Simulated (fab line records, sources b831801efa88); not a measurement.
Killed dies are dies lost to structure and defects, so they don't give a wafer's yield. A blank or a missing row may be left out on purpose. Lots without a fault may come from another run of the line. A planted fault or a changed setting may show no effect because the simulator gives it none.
One fault seen from 2 desks | flow gf180mcu | each desk has only its own numbers; what lay behind them comes last

THE METROLOGY DESK
What the gauges read, lot by lot, whatever tool the lot ran on: means of the sampled wafers that have a number. A lot is out of limits, marked OUT, if its mean lies more than 4 standard deviations from the usual mean; the brackets give that distance.
Columns: A = POLY_GATE_OXIDATION_THK at GF_POLY_GATE_THK_MEAS_17, usual 4.02 nm; B = cd_nm at GF_HV_LDD_CD_MEAS_19, usual 399.4 nm; C = HV_LDD_CVD_54_THK at GF_HV_LDD_THK_MEAS_55, usual 10.00 nm
lot  | first seen here | A    | B     | C
L552 | day 9 10:04     | 3.91 | 398.7 | 9.84
L553 | day 9 16:53     | 4.20 | 398.1 | 9.77
L554 | day 9 20:13     | 3.90 | 403.3 | 10.19
L555 | day 10 00:51    | 4.04 | 400.0 | 10.17
L556 | day 10 11:46    | 3.99 | 401.9 | 10.02
L557 | day 10 19:17    | 3.86 | 396.8 | 10.00
L558 | day 11 01:17    | 4.02 | 397.3 | 10.00
L559 | day 11 09:07    | 3.98 | 401.5 | 10.08
L561 | day 12 01:10    | 3.99 | 401.0 | 10.17
L563 | day 12 11:39    | 4.10 | 402.3 | 9.97
L568 | day 15 09:58    | 4.14 | 398.5 | 5.17 (-37) OUT
L574 | day 15 17:40    | 4.01 | 398.9 | 9.81
This desk's finding: out of limits on L568; first on L568, day 19 04:18 (HV_LDD_CVD_54_THK at GF_HV_LDD_THK_MEAS_55). In limits: L552, L553, L554, L555, L556, L557, L558, L559, L561, L563, L574.

THE TOOL OWNER'S DESK: lpcvd-02
The tool's own readings at GF_HV_LDD_CVD_54 (deposits SiO2 from TEOS, target thk 10 nm, time 75 s): means of the sampled wafers that have a number, for each lot that ran on this tool. A lot is out of limits, marked OUT, if its mean lies more than 4 standard deviations from the usual mean; the brackets give that distance.
Columns: A = spike_tc_bottom_C at GF_HV_LDD_CVD_54, usual 702.6 C; B = spike_tc_centre_C at GF_HV_LDD_CVD_54, usual 680.9 C; C = spike_tc_lower_C at GF_HV_LDD_CVD_54, usual 679.9 C; D = spike_tc_top_C at GF_HV_LDD_CVD_54, usual 698.3 C; E = spike_tc_upper_C at GF_HV_LDD_CVD_54, usual 679.1 C; F = susceptor_temp_C at GF_HV_LDD_CVD_54, usual 679.9 C; G = zone_power_lower_pct at GF_HV_LDD_CVD_54, usual 10.8 %
lot  | first seen here | A               | B               | C               | D               | E               | F               | G
L552 | day 12 13:22    | 700.2           | 680.2           | 680.2           | 699.6           | 678.0           | 680.0           | 9.7
L553 | day 12 21:38    | 706.1           | 680.8           | 682.6           | 697.8           | 679.1           | 680.1           | 10.5
L557 | day 14 03:47    | 700.6           | 680.9           | 679.8           | 699.5           | 677.3           | 679.7           | 9.6
L561 | day 15 11:53    | 700.9           | 681.1           | 680.1           | 698.6           | 677.2           | 679.5           | 9.8
L568 | day 19 03:17    | 674.8 (-12) OUT | 653.6 (-25) OUT | 654.0 (-16) OUT | 673.4 (-17) OUT | 650.6 (-19) OUT | 653.0 (-87) OUT | 9.1
This desk's finding: out of limits on L568; first on L568, day 19 03:17 (spike_tc_bottom_C at GF_HV_LDD_CVD_54). In limits: L552, L553, L557, L561.

PUT TOGETHER
The tool owner's desk could have raised an alarm at day 19 03:17, on L568.
The metrology desk could have raised an alarm at day 19 04:18, on L568.
Of the lots named, all ran GF_HV_LDD_CVD_54 on lpcvd-02.

WHAT THE SIMULATOR HAD PUT IN
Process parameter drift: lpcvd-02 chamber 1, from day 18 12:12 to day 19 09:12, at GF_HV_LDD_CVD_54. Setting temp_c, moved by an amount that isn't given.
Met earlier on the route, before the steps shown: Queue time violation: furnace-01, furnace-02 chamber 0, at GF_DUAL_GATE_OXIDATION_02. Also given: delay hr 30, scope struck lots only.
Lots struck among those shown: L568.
Hours from the fault's start to each desk's first reading out of limits: the tool owner's desk, 15; the metrology desk, 16.
